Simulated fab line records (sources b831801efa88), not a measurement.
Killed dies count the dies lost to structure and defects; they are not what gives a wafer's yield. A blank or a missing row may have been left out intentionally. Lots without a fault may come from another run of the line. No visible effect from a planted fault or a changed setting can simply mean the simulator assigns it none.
fab line records	flow gf180mcu
record: lots: 13	wafers: 39	last_day: 33
route steps=602 shown STI@23 HV_LDD@197 NSD@246 CONTACT@313
lots with no fault: from the same line, run without faults
start_h: the number of hours between the record's first day and the start of the first shown wafer of the lot	wait_h: hours since the lot's step before	" repeats the value in the row above	L1.1+2: a single row standing in for several wafers	- value missing, or start not given	* or withheld: withheld	< > ~ a bound
route shown NAME@n: NAME is a module with steps in the file, n the number in the route of the first one	usual: mean/standard deviation of fault-free wafers	same: alike in all rows	chamber/n: place in a boat	sites: per-site readings	_std_site: how widely they spread, as a standard deviation	_edge_site: inner sites' mean taken away from outer sites' mean	radius_mm: how far each site lies from the wafer's centre	mask NAME#n: copy n	behind: the most recent tool/chamber to have shaped the wafer	hold: the reason the lot was held/the length of the hold in hours/how it ended	device: which transistor (n, p or np) failed to switch	end of line: the tests these same wafers got at the end of their route	where a step has no rows: the recipe by itself	killed: count of dies lost to structure and defects at first sort (not the wafer's yield)	map: shows each die of a wafer: x if killed, . if not, _ if none is there
set.NAME: the setting that was run; set.NAME@STEP: the one run at that earlier step	model.NAME: the simulator's own value behind a step, which no gauge read
the route's steps for a sample of lots (tables are steps, rows are wafers)
services: a tool's chamber out of use, with start hour (start_h, from the record's first day; less than 0 if before it), hours out, and reason
== steps ==
step: GF_STI_THK_MEAS_22
recipe: reads: SiO2_of_STI_OXIDATION_21
usual: STI_OXIDATION_01_THK: 15.0/0.31
lot.wafer	tool	chamber	start_h	wait_h	STI_OXIDATION_01_THK[nm]
L684.2	film_metro-04	-	35.75	0.0	15.3
L684.4	"	-	"	"	14.9
L684.5	"	-	"	"	14.9
L685.3	film_metro-03	-	36.89	0.0	15.3
L685.5	"	-	"	"	15.3
L685.6	"	-	"	"	15.0
L686.1	film_metro-03	-	42.30	0.0	15.0
L686.3	"	-	"	"	15.2
L686.5	"	-	"	"	14.9
L687.2	film_metro-04	-	50.96	0.0	14.9
L687.3	"	-	"	"	15.2
L687.6	"	-	"	"	15.0
L688.3	film_metro-02	-	52.77	0.0	15.2
L688.5	"	-	"	"	15.4
L688.6	"	-	"	"	15.4
L689.2	film_metro-03	-	58.99	0.0	14.7
L689.4	"	-	"	"	14.4
L689.5	"	-	"	"	14.9
L690.1	film_metro-04	-	63.30	0.0	15.3
L690.2	"	-	"	"	15.0
L690.4	"	-	"	"	15.0
L692.3	film_metro-04	-	73.29	0.0	15.1
L692.4	"	-	"	"	15.2
L692.6	"	-	"	"	15.1
L695.1	film_metro-03	-	90.07	0.0	15.7
L695.2	"	-	"	"	15.7
L695.5	"	-	"	"	15.6
L696.1	film_metro-03	-	95.97	0.0	14.7
L696.4	"	-	"	"	14.8
L696.5	"	-	"	"	14.6
L697.1	film_metro-04	-	99.25	0.0	15.3
L697.4	"	-	"	"	15.2
L697.5	"	-	"	"	15.4
L701.1	film_metro-04	-	119.63	0.0	15.0
L701.2	"	-	"	"	15.4
L701.3	"	-	"	"	14.8
L704.2	film_metro-02	-	135.55	0.0	15.1
L704.3	"	-	"	"	15.3
L704.4	"	-	"	"	15.4
step: GF_HV_LDD_IMPLANT_21
recipe: species: BF2	energy_kev: 25	dose_cm2: 5e+13	tilt_deg: 7
usual: dose_ions_cm2: 4.999e+13/5.2e+10	faraday_current_uA: 282/5.7
lot.wafer	tool	chamber	start_h	wait_h	dose_ions_cm2	faraday_current_uA
L684.2	implanter-03	0	243.11	0.0	4.995e+13	289
L684.4	"	0	"	"	4.987e+13	287
L684.5	"	0	"	"	4.988e+13	276
L685.3	implanter-01	0	250.76	0.1	5.011e+13	286
L685.5	"	0	"	"	5.007e+13	289
L685.6	"	0	"	"	5.002e+13	280
L686.1	implanter-03	0	253.76	0.0	4.992e+13	277
L686.3	"	0	"	"	5.003e+13	283
L686.5	"	0	"	"	4.992e+13	286
L687.2	implanter-01	0	265.64	0.0	5.01e+13	274
L687.3	"	0	"	"	4.998e+13	284
L687.6	"	0	"	"	5.002e+13	290
L688.3	implanter-02	0	270.48	0.1	4.993e+13	276
L688.5	"	0	"	"	5.003e+13	289
L688.6	"	0	"	"	5.004e+13	274
L689.2	implanter-01	0	279.06	0.0	5.004e+13	282
L689.4	"	0	"	"	5.008e+13	273
L689.5	"	0	"	"	5.002e+13	276
L690.1	implanter-03	0	284.60	0.0	5.004e+13	284
L690.2	"	0	"	"	5.005e+13	279
L690.4	"	0	"	"	4.997e+13	295
L692.3	implanter-03	0	302.16	0.1	4.991e+13	280
L692.4	"	0	"	"	5.004e+13	277
L692.6	"	0	"	"	4.999e+13	282
L695.1	implanter-02	0	328.43	0.0	4.995e+13	275
L695.2	"	0	"	"	4.997e+13	285
L695.5	"	0	"	"	5e+13	269
L696.1	implanter-02	0	333.31	0.0	4.723e+13	266
L696.4	"	0	"	"	4.728e+13	269
L696.5	"	0	"	"	4.725e+13	277
L697.1	implanter-02	0	340.38	0.0	4.732e+13	268
L697.4	"	0	"	"	4.734e+13	264
L697.5	"	0	"	"	4.728e+13	272
L701.1	implanter-01	0	369.13	0.0	5e+13	284
L701.2	"	0	"	"	4.997e+13	281
L701.3	"	0	"	"	5.004e+13	285
L704.2	implanter-01	0	391.36	0.0	4.998e+13	276
L704.3	"	0	"	"	4.994e+13	283
L704.4	"	0	"	"	4.998e+13	289
step: GF_HV_LDD_TW_MEAS_23
usual: HV_LDD_2_TW: 1054/5.2
lot.wafer	tool	chamber	start_h	wait_h	HV_LDD_2_TW
L684.2	film_metro-03	-	243.34	0.1	1058
L684.4	"	-	"	"	1059
L684.5	"	-	"	"	1056
L685.3	film_metro-02	-	250.98	0.1	1049
L685.5	"	-	"	"	1046
L685.6	"	-	"	"	1051
L686.1	film_metro-03	-	254.01	0.1	1057
L686.3	"	-	"	"	1052
L686.5	"	-	"	"	1056
L687.2	film_metro-01	-	265.87	0.1	1052
L687.3	"	-	"	"	1051
L687.6	"	-	"	"	1051
L688.3	film_metro-03	-	270.70	0.1	1063
L688.5	"	-	"	"	1062
L688.6	"	-	"	"	1053
L689.2	film_metro-02	-	279.29	0.1	1061
L689.4	"	-	"	"	1051
L689.5	"	-	"	"	1056
L690.1	film_metro-03	-	284.85	0.1	1056
L690.2	"	-	"	"	1058
L690.4	"	-	"	"	1062
L692.3	film_metro-01	-	302.38	0.1	1057
L692.4	"	-	"	"	1052
L692.6	"	-	"	"	1056
L695.1	film_metro-03	-	328.68	0.1	1053
L695.2	"	-	"	"	1046
L695.5	"	-	"	"	1054
L696.1	film_metro-01	-	333.56	0.1	1043
L696.4	"	-	"	"	1043
L696.5	"	-	"	"	1042
L697.1	film_metro-01	-	340.63	0.1	1037
L697.4	"	-	"	"	1038
L697.5	"	-	"	"	1038
L701.1	film_metro-01	-	369.38	0.1	1055
L701.2	"	-	"	"	1052
L701.3	"	-	"	"	1053
L704.2	film_metro-01	-	391.59	0.1	1050
L704.3	"	-	"	"	1046
L704.4	"	-	"	"	1050
step: GF_NSD_STRIP_11
recipe: chemistry: O2/N2	power_w: 1400	pressure_mtorr: 1500	platen_temp_c: 250	o2_flow_sccm: 3000	n2_flow_sccm: 300	overash_fraction: 0.5
usual: drypump_motor_current_A: 5.77/0.24	heater_power_w: 367/20	n2_flow_sccm: 299.9/0.87	oes_product_au: 0.489/0.0042	strip_time_to_endpoint_s: 22.75/0.044
lot.wafer	tool	chamber	start_h	wait_h	drypump_motor_current_A	heater_power_w	n2_flow_sccm	oes_product_au	rf_hours_counter_h	strip_time_to_endpoint_s
L684.2	plasma_asher-04	0	305.28	0.1	5.71	408	298.8	0.487	18	22.76
L684.4	"	1	"	"	5.58	357	299.3	0.492	-	22.74
L684.5	"	0	"	"	5.71	418	300.0	0.493	-	22.77
L685.3	plasma_asher-03	0	313.26	0.1	5.59	367	298.2	0.487	-	22.76
L685.5	"	1	"	"	6.06	356	298.6	0.493	-	22.75
L685.6	"	0	"	"	5.56	366	299.7	0.483	-	22.77
L686.1	plasma_asher-02	0	317.06	0.1	5.38	362	300.2	0.488	54	22.80
L686.3	"	0	"	"	5.41	365	299.7	0.490	-	22.75
L686.5	"	1	"	"	6.08	341	299.7	0.490	-	22.80
L687.2	plasma_asher-04	0	330.16	0.1	5.71	405	299.2	0.481	21	22.78
L687.3	"	0	"	"	5.70	419	299.5	0.496	-	22.80
L687.6	"	0	"	"	5.69	417	301.3	0.490	-	22.77
L688.3	plasma_asher-03	1	336.39	0.1	6.08	360	300.0	0.491	-	22.82
L688.5	"	0	"	"	5.60	361	301.5	0.490	-	22.77
L688.6	"	1	"	"	6.08	363	299.5	0.488	-	22.79
L689.2	plasma_asher-03	1	345.83	0.1	6.07	360	299.3	0.489	74	22.77
L689.4	"	0	"	"	5.56	372	301.0	0.487	-	22.76
L689.5	"	0	"	"	5.59	364	299.9	0.487	-	22.78
L690.1	plasma_asher-03	1	351.93	0.1	6.07	358	299.8	0.488	74	22.77
L690.2	"	0	"	"	5.56	369	301.3	0.495	74	22.78
L690.4	"	0	"	"	5.57	368	299.8	0.489	-	22.75
L692.3	plasma_asher-03	1	370.37	0.1	6.08	359	300.2	0.486	-	22.79
L692.4	"	0	"	"	5.55	369	300.9	0.492	-	22.79
L692.6	"	0	"	"	5.53	360	300.0	0.487	-	22.78
L695.1	plasma_asher-03	1	398.98	0.1	6.06	357	300.1	0.494	80	22.74
L695.2	"	0	"	"	5.52	349	299.3	0.490	80	22.73
L695.5	"	1	"	"	6.08	360	298.8	0.478	-	22.73
L696.1	plasma_asher-03	1	404.62	0.1	6.06	363	300.5	0.488	81	22.68
L696.4	"	0	"	"	5.60	366	300.0	0.484	-	22.71
L696.5	"	1	"	"	6.10	353	300.4	0.494	-	22.69
L697.1	plasma_asher-03	1	412.23	0.1	6.07	354	299.7	0.487	81	22.73
L697.4	"	1	"	"	6.09	358	299.1	0.487	-	22.72
L697.5	"	1	"	"	6.05	354	299.8	0.491	-	22.74
L701.1	plasma_asher-03	1	444.76	0.1	6.08	363	300.3	0.488	85	22.74
L701.2	"	0	"	"	5.57	376	300.3	0.493	85	22.70
L701.3	"	0	"	"	5.58	369	300.7	0.492	-	22.73
L704.2	plasma_asher-04	1	468.11	0.1	5.60	349	300.5	0.485	35	22.76
L704.3	"	1	"	"	5.60	342	297.8	0.485	-	22.75
L704.4	"	0	"	"	5.73	403	299.5	0.489	-	22.76
step: GF_CONTACT_THK_MEAS_26
recipe: thk_meas_gauge: xrf	reads: W_of_CONTACT_CVD_24
usual: CONTACT_W_THK: 297/4.4
lot.wafer	tool	chamber	start_h	wait_h	CONTACT_W_THK[nm]
L684.2	film_metro-01	-	372.38	0.1	293
L684.4	"	-	"	"	288
L684.5	"	-	"	"	294
L685.3	film_metro-01	-	381.84	0.1	300
L685.5	"	-	"	"	299
L685.6	"	-	"	"	291
L686.1	film_metro-01	-	383.94	0.1	299
L686.3	"	-	"	"	286
L686.5	"	-	"	"	292
L687.2	film_metro-02	-	400.80	0.1	295
L687.3	"	-	"	"	297
L687.6	"	-	"	"	301
L688.3	film_metro-01	-	408.24	0.1	296
L688.5	"	-	"	"	293
L688.6	"	-	"	"	289
L689.2	film_metro-01	-	418.20	0.1	291
L689.4	"	-	"	"	291
L689.5	"	-	"	"	293
L690.1	film_metro-03	-	423.82	0.1	304
L690.2	"	-	"	"	293
L690.4	"	-	"	"	295
L692.3	film_metro-02	-	444.36	0.1	302
L692.4	"	-	"	"	299
L692.6	"	-	"	"	305
L695.1	film_metro-01	-	474.62	0.1	290
L695.2	"	-	"	"	295
L695.5	"	-	"	"	293
L696.1	film_metro-02	-	480.31	0.1	301
L696.4	"	-	"	"	304
L696.5	"	-	"	"	304
L697.1	film_metro-02	-	487.89	0.1	294
L697.4	"	-	"	"	298
L697.5	"	-	"	"	289
L701.1	film_metro-01	-	519.46	0.1	298
L701.2	"	-	"	"	300
L701.3	"	-	"	"	299
L704.2	film_metro-01	-	542.01	0.1	300
L704.3	"	-	"	"	298
L704.4	"	-	"	"	295
== services ==
tool	chamber	start_h	hours	kind
implanter-03	-	228.37	5.5	pm
implanter-02	-	232.30	3.4	repair
plasma_asher-04	-	241.35	14.6	pm
implanter-02	-	251.22	6.6	repair
implanter-02	-	274.72	1.5	repair
implanter-02	-	278.55	4.1	pm
plasma_asher-04	-	284.80	1.0	repair
implanter-03	-	344.11	2.1	repair
implanter-02	-	361.64	1.4	repair
plasma_asher-02	-	373.79	15.6	pm
plasma_asher-04	-	390.33	6.0	repair
plasma_asher-04	-	419.78	1.6	repair
implanter-02	-	435.73	22.9	repair
plasma_asher-04	-	443.71	0.8	repair
implanter-03	-	464.30	5.6	repair
plasma_asher-04	-	464.90	2.2	repair
== key ==
first_sign: step: GF_HV_LDD_IMPLANT_21	reading: dose_ions_cm2	direction: down	sigmas: 52	usual: 4.999e+13	struck: 4.728e+13
effect: step: GF_HV_LDD_IMPLANT_21	reading: faraday_current_uA	direction: down	sigmas: 2.3	usual: 282	struck: 269
effect: step: GF_HV_LDD_TW_MEAS_23	reading: HV_LDD_2_TW	direction: down	sigmas: 2.8	usual: 1054	struck: 1040
met_at GF_HV_LDD_IMPLANT_21
struck_lots L696,L697
tester_left_out L696,L697
not_acting_at GF_STI_THK_MEAS_22,GF_NSD_STRIP_11,GF_CONTACT_THK_MEAS_26
onset_between 328.43 333.31
fault: kind: process_parameter_drift	tool: implanter-02	chamber: -	onset_h: 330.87	steps: GF_HV_LDD_IMPLANT_21	channel: dose_cm2	offset: -2.7127e+12	shape: step	end_h: 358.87	acts_in: these_recipes_only	stated: 5e+13
tester_left_out: of these lots the tester's yield and bins aren't shown, on N5 and GAA mostly nor the transistor test; their killed dies are dies lost to structure and defects alone, not to doping, threshold or leakage, so they don't give the yield
